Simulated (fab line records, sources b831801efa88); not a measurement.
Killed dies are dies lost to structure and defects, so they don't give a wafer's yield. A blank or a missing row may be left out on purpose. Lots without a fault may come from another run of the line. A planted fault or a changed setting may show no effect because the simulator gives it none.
Split-lot experiment | flow sky130 | 5 lots, 23 wafers read, on a route of 708 steps

THE SPLIT
At SKY_VIA4_CVD_18 (deposits W, target thk 505 nm, time 152.14 s), the setting temp_c was moved away from the recipe's 400 C on 5 of the 23 wafers read, by -2.9% to +0.8%. The other wafers ran this setting at the recipe's value.

FROM THE SPLIT TO THE READING: what the file shows between them, 1 step
- SKY_VIA4_RS_MEAS_19: measures by four-point-probe

THE READING
VIA4_W_THK, in nm, at SKY_VIA4_THK_MEAS_20 (measures by xrf). Fault-free wafers of this fab line usually give 504 nm, standard deviation 7.4 nm.

wafer  | tool, chamber at the split | temp_c as run, C | against the recipe | VIA4_W_THK, nm | against lot-mates on the recipe
L074.1 | cvd_w-01, 1                | 400              | recipe             | 505            | -
L074.2 | cvd_w-01, 0                | 403.4            | +0.8%              | 537            | +35
L074.3 | cvd_w-01, 0                | 400              | recipe             | 499            | -
L074.5 | cvd_w-01, 0                | 403.4            | +0.8%              | 537            | +35
L074.6 | cvd_w-01, 1                | 400              | recipe             | 501            | -
L077.1 | cvd_w-02, 0                | 400              | recipe             | 497            | -
L077.2 | cvd_w-02, 1                | 400              | recipe             | 512            | -
L077.3 | cvd_w-02, 1                | 400              | recipe             | 512            | -
L077.4 | cvd_w-02, 0                | 400              | recipe             | 494            | -
L077.5 | cvd_w-02, 1                | 400              | recipe             | 515            | -
L079.2 | cvd_w-01, 1                | 400              | recipe             | 518            | -
L079.3 | cvd_w-01, 1                | 400              | recipe             | 513            | -
L079.4 | cvd_w-01, 0                | 400              | recipe             | 512            | -
L079.5 | cvd_w-01, 1                | 400              | recipe             | 514            | -
L079.6 | cvd_w-01, 0                | 400              | recipe             | 511            | -
L080.1 | cvd_w-01, 0                | 388.5            | -2.9%              | 403            | -100
L080.2 | cvd_w-01, 1                | 400              | recipe             | 506            | -
L080.3 | cvd_w-01, 1                | 388.5            | -2.9%              | 405            | -98
L080.4 | cvd_w-01, 0                | 388.5            | -2.9%              | 407            | -96
L080.5 | cvd_w-01, 0                | 400              | recipe             | 501            | -
L082.4 | cvd_w-02, 1                | 400              | recipe             | 518            | -
L082.5 | cvd_w-02, 0                | 400              | recipe             | 502            | -
L082.6 | cvd_w-02, 1                | 400              | recipe             | 517            | -

THE FIT
A straight line over all 23 wafers: VIA4_W_THK changes by +35.7 nm for each +1% of temp_c; r = +0.98; the points scatter about the line by 6.9 nm.
The same after taking each lot's own level away (the mean of its wafers on the recipe; 23 wafers): +34.9 nm for each +1%; r = +0.99; scatter 5.6 nm.
On that fit, the largest move of temp_c shifts the reading by 1e+02 nm.
The lots' own levels span 501.7 to 513.6 nm, that is 1.6 times the standard deviation above.
So the lot-to-lot level changes the slope little: the two slopes agree.
Check: with one of the wafers moved furthest among these (-2.9%) left out of the fit, the line predicts -99 nm for it against its lot-mates. It came out at -100 nm against them.

THE WHOLE CHAIN: every reading that the file lists as answering this split, in the file's order
step                 | what it does                                 | reading                                                                  | change (the file's fit)              | r (the file's)
SKY_VIA4_CVD_18      | deposits W, target thk 505 nm, time 152.14 s | W_of_VIA4_CVD_18.thk_nm (the simulator's own value, which no gauge read) | +34.2 nm for each +1% of the setting | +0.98
SKY_VIA4_RS_MEAS_19  | measures by four-point-probe                 | VIA4_W_RS                                                                | -0.0191 for each +1% of the setting  | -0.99
SKY_VIA4_THK_MEAS_20 | measures by xrf                              | VIA4_W_THK                                                               | +34.8 for each +1% of the setting    | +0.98

THE FILE'S OWN FIT
VIA4_W_THK changes by +34.8 nm for each +1% of temp_c, r = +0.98.
